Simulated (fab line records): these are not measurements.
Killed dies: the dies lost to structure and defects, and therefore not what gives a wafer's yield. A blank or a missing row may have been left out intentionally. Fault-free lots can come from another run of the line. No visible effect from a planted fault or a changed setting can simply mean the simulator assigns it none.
Which tool is to blame? | flow sky130 | 14 lots with 42 wafers sampled at 3 steps, on a route of 708 steps

== WHAT THE GAUGES SHOWED, per wafer ==
SKY_NWELL_RS_MEAS_29: the measuring method here is four-point-probe. Usual: for NWELL_RS the level is 624.8 ohm/sq and the standard deviation is 1.5.
lot  | measured     | on           | NWELL_RS (ohm/sq) | flag
L972 | day 5 12:23  | filmMetro-02 | 624.7 623.9 625.5 | 
L973 | day 5 19:22  | filmMetro-02 | 623.4 625.1 622.7 | 
L974 | day 5 22:56  | filmMetro-03 | 624.6 625.4 624.5 | 
L975 | day 6 10:10  | filmMetro-02 | 621.9 623.5 624.9 | 
L978 | day 7 02:53  | filmMetro-01 | 624.8 623.2 623.1 | 
L979 | day 7 07:37  | filmMetro-03 | 624.6 625.0 624.3 | 
L980 | day 7 13:58  | filmMetro-03 | 622.3 623.7 625.8 | 
L981 | day 7 20:16  | filmMetro-01 | 669.4 668.8 668.1 | OFF
L982 | day 8 02:34  | filmMetro-02 | 668.4 668.8 667.6 | OFF
L986 | day 9 01:28  | filmMetro-03 | 623.9 623.9 625.7 | 
L990 | day 10 00:16 | filmMetro-01 | 624.1 626.7 625.3 | 
L992 | day 10 17:43 | filmMetro-01 | 621.3 621.8 623.8 | 
L993 | day 11 03:15 | filmMetro-01 | 623.5 623.3 622.3 | 
L994 | day 11 02:29 | filmMetro-02 | 626.8 627.3 627.0 | 

== WHICH TOOL RAN EACH LOT (tool, then ch and the chambers of the sampled wafers, then the start) ==
lot  | SKY_FIELD_ISO_ETCH_14            | SKY_NWELL_IMPLANT_12
L972 | rieDiel-03 ch 0,2, day 2 10:12   | implanter-04 ch 0, day 4 18:05
L973 | rieDiel-02 ch 0,1,3, day 2 14:14 | implanter-03 ch 0, day 5 00:09
L974 | rieDiel-03 ch 0,1,3, day 2 19:56 | implanter-04 ch 0, day 5 03:56
L975 | rieDiel-01 ch 1,2,3, day 3 03:32 | implanter-03 ch 0, day 5 14:54
L978 | rieDiel-03 ch 1,3, day 3 16:41   | implanter-04 ch 0, day 6 07:06
L979 | rieDiel-01 ch 0,2, day 3 21:47   | implanter-02 ch 0, day 6 11:13
L980 | rieDiel-03 ch 0,1, day 4 03:08   | implanter-03 ch 0, day 6 18:00
L981 | rieDiel-03 ch 0,1,2, day 4 09:15 | implanter-03, day 6 23:40
L982 | rieDiel-03 ch 2,3, day 4 14:13   | implanter-03, day 7 05:24
L986 | rieDiel-02 ch 0,2, day 5 11:06   | implanter-03 ch 0, day 8 04:45
L990 | rieDiel-03 ch 1,3, day 6 07:26   | implanter-02 ch 0, day 9 02:42
L992 | rieDiel-02 ch 2,3, day 6 18:11   | implanter-03 ch 0, day 9 18:45
L993 | rieDiel-03 ch 1,3, day 7 00:54   | implanter-04 ch 0, day 10 03:19
L994 | rieDiel-01 ch 1,2,3, day 7 04:59 | implanter-03 ch 0, day 10 03:11
- SKY_FIELD_ISO_ETCH_14: etches BARC in N2/H2, stops on SiO2, time 45.9 s, target depth 60 nm.
- SKY_NWELL_IMPLANT_12

== AS READ BY THE TOOLS THEMSELVES (means over the sampled wafers that have a number; for cases with no such wafer, the mark the record gives instead) ==
SKY_FIELD_ISO_ETCH_14. Usual: biasW 100.01 W, standard deviation 0.24; drypumpMotorCurrentA 5.9 A, standard deviation 0.55; h2FlowSccm 200.1 sccm, standard deviation 0.64; oesProductAu 0.854 a.u., standard deviation 0.0048; throttleValvePct 13.224 %, standard deviation 0.0092.
lot  | tool       | biasW (W) | drypumpMotorCurrentA (A) | h2FlowSccm (sccm) | oesProductAu (a.u.) | throttleValvePct (%) | flag
L972 | rieDiel-03 | 99.81     | 6.5                      | 199.4             | 0.854               | 13.227               | 
L973 | rieDiel-02 | 100.26    | 5.7                      | 200.4             | 0.856               | 13.215               | 
L974 | rieDiel-03 | 100.11    | 6.0                      | 199.3             | 0.852               | 13.232               | 
L975 | rieDiel-01 | 99.86     | 5.9                      | 200.6             | 0.857               | 13.233               | 
L978 | rieDiel-03 | 99.74     | 5.9                      | 199.5             | 0.852               | 13.227               | 
L979 | rieDiel-01 | 100.16    | 5.9                      | 200.1             | 0.860               | 13.226               | 
L980 | rieDiel-03 | 99.95     | 6.1                      | 200.1             | 0.856               | 13.228               | 
L981 | rieDiel-03 | 100.15    | 6.0                      | 200.2             | 0.857               | 13.230               | 
L982 | rieDiel-03 | 99.97     | 6.3                      | 200.5             | 0.856               | 13.216               | 
L986 | rieDiel-02 | 100.00    | 5.9                      | 200.2             | 0.854               | 13.226               | 
L990 | rieDiel-03 | 99.88     | 6.0                      | 200.5             | 0.853               | 13.226               | 
L992 | rieDiel-02 | 100.21    | 6.1                      | 200.7             | 0.855               | 13.219               | 
L993 | rieDiel-03 | 99.81     | 5.4                      | 200.5             | 0.857               | 13.225               | 
L994 | rieDiel-01 | 100.42    | 5.9                      | 199.6             | 0.859               | 13.222               | 

SKY_NWELL_IMPLANT_12. Usual: beamEnergyKeV 120.00, standard deviation 0.037; beamOnS 10.02 s, standard deviation 0.2.
lot  | tool         | beamEnergyKeV | beamOnS (s) | flag
L972 | implanter-04 | 120.00        | 9.96        | 
L973 | implanter-03 | 119.96        | 10.35       | 
L974 | implanter-04 | 120.01        | 10.01       | 
L975 | implanter-03 | 119.97        | 9.98        | 
L978 | implanter-04 | 120.05        | 9.99        | 
L979 | implanter-02 | 119.99        | 9.98        | 
L980 | implanter-03 | 119.97        | 9.90        | 
L981 | implanter-03 | -             | -           | OFF
L982 | implanter-03 | -             | -           | OFF
L986 | implanter-03 | 119.95        | 9.90        | 
L990 | implanter-02 | 119.97        | 10.23       | 
L992 | implanter-03 | 119.99        | 9.98        | 
L993 | implanter-04 | 120.02        | 10.20       | 
L994 | implanter-03 | 119.96        | 9.93        | 

== THE ANSWER, worked out from the rows above alone ==
Rule: a lot counts as off when the mean over its wafers that have a number is more than 3 standard deviations away from the usual mean. Also off: a lot with no number at a reading for which 4 or more lots have one. The other lots that the step has rows for count as sound. After the gauges, taken in route order, come the tools' own readings; for these a lot's mean is taken, as printed above. The first step at which some lot is off is used, and at that step the reading that is off furthest; a lot without a number counts as furthest.
Off: L981, L982, at SKY_NWELL_RS_MEAS_29 (NWELL_RS).
If a tool, at a process step before that reading, ran all the lots that are off and no sound lot after the first of them, it fits. Not tried: the gauges at SKY_NWELL_RS_MEAS_29; whatever is off there is also off at SKY_NWELL_IMPLANT_12, on other tools, and gauge error can't account for it. Of those tried, none fits.

== WHAT WAS PUT IN BY THE SIMULATOR ==
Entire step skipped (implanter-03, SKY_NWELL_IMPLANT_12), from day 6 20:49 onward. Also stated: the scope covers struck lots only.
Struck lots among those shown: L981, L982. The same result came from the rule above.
